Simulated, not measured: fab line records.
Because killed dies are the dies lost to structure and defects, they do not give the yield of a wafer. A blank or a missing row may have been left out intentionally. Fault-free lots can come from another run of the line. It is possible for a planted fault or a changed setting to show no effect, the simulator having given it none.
Commonality check across tools + flow gf180mcu + Lots sampled 12, wafers sampled 36

== REASON IT WAS OPENED ==
2 of 12 lots carry a flag on the reading DUAL_GATE_OXIDATION_00_THK at GF_DUAL_GATE_THK_MEAS_03. Fault-free wafers read 10.85 nm, with a standard deviation of 0.22.
Rule: a lot gets a flag if all its wafers with a number sit over 4 standard deviations from that mean, or if no wafer of it has a number. As for the other lots, they are considered sound.

| lot  | measured     | on            | DUAL_GATE_OXIDATION_00_THK (nm), wafer by wafer | flag    |
|------|--------------|---------------|-------------------------------------------------|---------|
| L727 | day 8 04:21  | film-metro-03 | 10.80 10.92 10.94                               |         |
| L728 | day 8 11:20  | film-metro-02 | 10.62 10.67 10.57                               |         |
| L729 | day 8 18:07  | film-metro-01 | 10.88 11.07 10.95                               |         |
| L730 | day 8 21:40  | film-metro-02 | 11.13 10.95 11.04                               |         |
| L732 | day 9 07:52  | film-metro-01 | 11.08 11.09 11.02                               |         |
| L734 | day 10 00:12 | film-metro-03 | 9.78 9.77 9.84                                  | FLAGGED |
| L735 | day 10 12:01 | film-metro-03 | 10.91 10.81 10.85                               |         |
| L736 | day 10 13:22 | film-metro-01 | 9.61 9.58 9.70                                  | FLAGGED |
| L745 | day 13 01:55 | film-metro-03 | 10.78 10.93 10.91                               |         |
| L746 | day 13 07:17 | film-metro-02 | 10.90 10.89 11.01                               |         |
| L747 | day 13 15:00 | film-metro-03 | 11.21 11.09 11.02                               |         |
| L749 | day 14 03:08 | film-metro-02 | 11.03 11.02 11.08                               |         |
The mean of the flagged lots' numbers is 9.71 nm, -1.14 nm from the usual (-5 standard deviations).

== WHICH TOOL RAN EACH LOT ==
The record keeps 1 process step preceding the reading, out of 602 steps on the route. Every cell lists first the tool, next ch and the chambers used by the sampled wafers, and last the start.
| lot  | flag    | GF_DUAL_GATE_OXIDATION_02     |
|------|---------|-------------------------------|
| L727 |         | furnace-01 ch 0, day 8 02:55  |
| L728 |         | furnace-01 ch 0, day 8 09:53  |
| L729 |         | furnace-02 ch 0, day 8 16:40  |
| L730 |         | furnace-02 ch 0, day 8 20:13  |
| L732 |         | furnace-01 ch 0, day 9 06:26  |
| L734 | FLAGGED | furnace-02 ch 0, day 9 22:44  |
| L735 |         | furnace-01 ch 0, day 10 10:34 |
| L736 | FLAGGED | furnace-02 ch 0, day 10 11:55 |
| L745 |         | furnace-02 ch 0, day 13 00:28 |
| L746 |         | furnace-02 ch 0, day 13 05:50 |
| L747 |         | furnace-02 ch 0, day 13 13:34 |
| L749 |         | furnace-02 ch 0, day 14 01:41 |
What the steps here do:
- GF_DUAL_GATE_OXIDATION_02: stabilise 600 s, purge 300 s, target thk 10.887 nm.
- GF_DUAL_GATE_THK_MEAS_03

== FLAGGED OVER TOTAL, TOOL BY TOOL (the gauges that took the reading come last) ==
| step                      | tool          | lots run | flagged | share of the flagged lots | sound lots run after its first flagged lot |
|---------------------------|---------------|----------|---------|---------------------------|--------------------------------------------|
| GF_DUAL_GATE_OXIDATION_02 | furnace-01    | 4        | 0       | none                      | -                                          |
| GF_DUAL_GATE_OXIDATION_02 | furnace-02    | 8        | 2       | all                       | 4 (L745,L746,L747,L749)                    |
| GF_DUAL_GATE_THK_MEAS_03  | film-metro-01 | 3        | 1       | some                      | 0                                          |
| GF_DUAL_GATE_THK_MEAS_03  | film-metro-02 | 4        | 0       | none                      | -                                          |
| GF_DUAL_GATE_THK_MEAS_03  | film-metro-03 | 5        | 1       | some                      | 3 (L735,L745,L747)                         |

== WHAT THE TABLE PERMITS ==
Rows of the table that ran each flagged lot: 1, that is furnace-02 at GF_DUAL_GATE_OXIDATION_02.
- furnace-02 at GF_DUAL_GATE_OXIDATION_02 ran 8 lots, 2 of them flagged. Lots that were sound ran on it after the first flagged one (L745, L746, L747, L749); a persistent fault on the entire tool would not allow that. Its own readings (spike-tc-bottom-C, spike-tc-centre-C, spike-tc-lower-C, spike-tc-top-C, tube-center-temp-C, tube_center_temp_C_max) fall more than 4 standard deviations out on all wafers of the flagged lots.
None of the table's rows ran every flagged lot and, after the first, no sound lot.

== WHAT THE SIMULATOR HAD PUT IN ==
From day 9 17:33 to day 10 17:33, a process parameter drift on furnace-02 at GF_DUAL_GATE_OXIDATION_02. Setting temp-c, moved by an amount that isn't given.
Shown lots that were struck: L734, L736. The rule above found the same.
